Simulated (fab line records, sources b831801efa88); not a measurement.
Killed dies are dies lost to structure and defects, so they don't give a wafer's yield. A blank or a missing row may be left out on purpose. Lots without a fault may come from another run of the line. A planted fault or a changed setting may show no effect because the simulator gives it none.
Chamber matching | flow gf180mcu | GF_V1_CMP_04 on cmp-01: 4 sister chambers
The step polishes SiO2. 36 wafers are shown with their chamber, then 12 later ones without.

WAFERS WITH THEIR CHAMBER
wafer  | chamber | motor_current_A (A) | time_to_endpoint_s (s) | retaining_ring_pressure_frac
L075.1 | 0       | 12.7                | 87                     | 0.996
L075.2 | 1       | 11.7                | 70                     | 0.999
L075.5 | 1       | 11.2                | 78                     | 0.998
L076.1 | 3       | 12.6                | 84                     | 1.000
L076.3 | 0       | 12.6                | 81                     | 1.000
L076.6 | 0       | 12.1                | 89                     | 1.001
L077.1 | 0       | 12.2                | 81                     | 0.997
L077.5 | 3       | 12.6                | 83                     | 1.007
L077.6 | 2       | 11.0                | 86                     | 0.994
L079.1 | 1       | 11.3                | 74                     | 0.997
L079.4 | 2       | 11.1                | 82                     | 1.002
L079.6 | 0       | 12.3                | 85                     | 1.000
L080.1 | 0       | 12.6                | 84                     | 0.989
L080.2 | 3       | 12.4                | 76                     | 1.007
L080.6 | 1       | 11.1                | 76                     | 1.002
L081.3 | 3       | 12.7                | 78                     | 1.005
L081.4 | 1       | 10.7                | 75                     | 1.008
L081.5 | 1       | 10.8                | 77                     | 0.999
L082.3 | 3       | 12.8                | 78                     | 1.000
L082.5 | 2       | 11.2                | 74                     | 0.997
L082.6 | 3       | 13.3                | 76                     | 0.998
L084.2 | 2       | 10.3                | 74                     | 1.002
L084.4 | 1       | 11.5                | 75                     | 1.005
L084.6 | 1       | 11.8                | 84                     | 1.007
L085.1 | 0       | 12.7                | 78                     | 0.996
L085.2 | 2       | 11.3                | 76                     | 0.998
L085.3 | 3       | 13.6                | 79                     | 1.003
L086.1 | 1       | 11.2                | 74                     | 1.009
L086.4 | 3       | 12.2                | 83                     | 1.002
L086.6 | 3       | 12.6                | 94                     | 1.007
L087.1 | 2       | 10.9                | 74                     | 0.999
L087.2 | 1       | 10.9                | 69                     | 0.995
L087.3 | 0       | 11.5                | 83                     | 0.994
L088.3 | 1       | 11.8                | 70                     | 1.001
L088.4 | 2       | 11.1                | 76                     | 1.005
L088.5 | 1       | 11.7                | 77                     | 0.993

SIGNATURES (means of the wafers above)
reading                      | chamber 0 | chamber 1 | chamber 2 | chamber 3 | scatter within a chamber
motor_current_A              | 12.338    | 11.308    | 10.986    | 12.756    | 0.397
time_to_endpoint_s           | 83.50     | 74.92     | 77.43     | 81.22     | 4.56
retaining_ring_pressure_frac | 0.99662   | 1.00108   | 0.99957   | 1.00322   | 0.00427
Rule: a wafer's distance from a chamber is the root of the sum, over the readings, of the square of ((its reading less the chamber's mean) divided by the reading's scatter). The wafer belongs to the nearest chamber; if the next one is less than 2 further off, it can't be placed. The scatter: the root of (the sum of the squares of (reading less its chamber's mean) over the shown wafers, divided by (wafers less chambers)).

WAFERS WITHOUT THEIR CHAMBER
wafer  | motor_current_A (A) | time_to_endpoint_s (s) | retaining_ring_pressure_frac
L090.2 | 12.3                | 91                     | 1.005
L090.5 | 12.9                | 88                     | 1.003
L090.6 | 12.3                | 91                     | 1.009
L091.1 | 12.3                | 95                     | 1.008
L091.5 | 11.5                | 83                     | 0.996
L091.6 | 12.6                | 96                     | 1.000
L092.1 | 10.9                | 80                     | 0.999
L092.3 | 12.3                | 79                     | 0.996
L092.5 | 11.9                | 82                     | 1.007
L094.1 | 12.6                | 81                     | 0.995
L094.2 | 12.7                | 88                     | 0.990
L094.6 | 12.2                | 86                     | 1.001

WHICH CHAMBER EACH WENT THROUGH
wafer  | from the rows above               | in truth
L090.2 | can't be placed: 3 or 0 or 1      | 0
L090.5 | can't be placed: 3 or 0           | 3
L090.6 | can't be placed: 3 or 0 or 1      | 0
L091.1 | can't be placed: 3 or 0 or 1      | 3
L091.5 | can't be placed: 2 or 0 or 1 or 3 | 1
L091.6 | can't be placed: 0 or 3           | 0
L092.1 | can't be placed: 2 or 1           | 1
L092.3 | can't be placed: 0 or 3 or 1      | 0
L092.5 | can't be placed: 3 or 1 or 0 or 2 | 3
L094.1 | can't be placed: 0 or 3           | 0
L094.2 | can't be placed: 0 or 3           | 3
L094.6 | can't be placed: 0 or 3           | 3
Placed correctly: 0 of 12. Can't be placed from these rows: 12 (the true chamber is among the candidates in 12). Placed wrongly: 0.
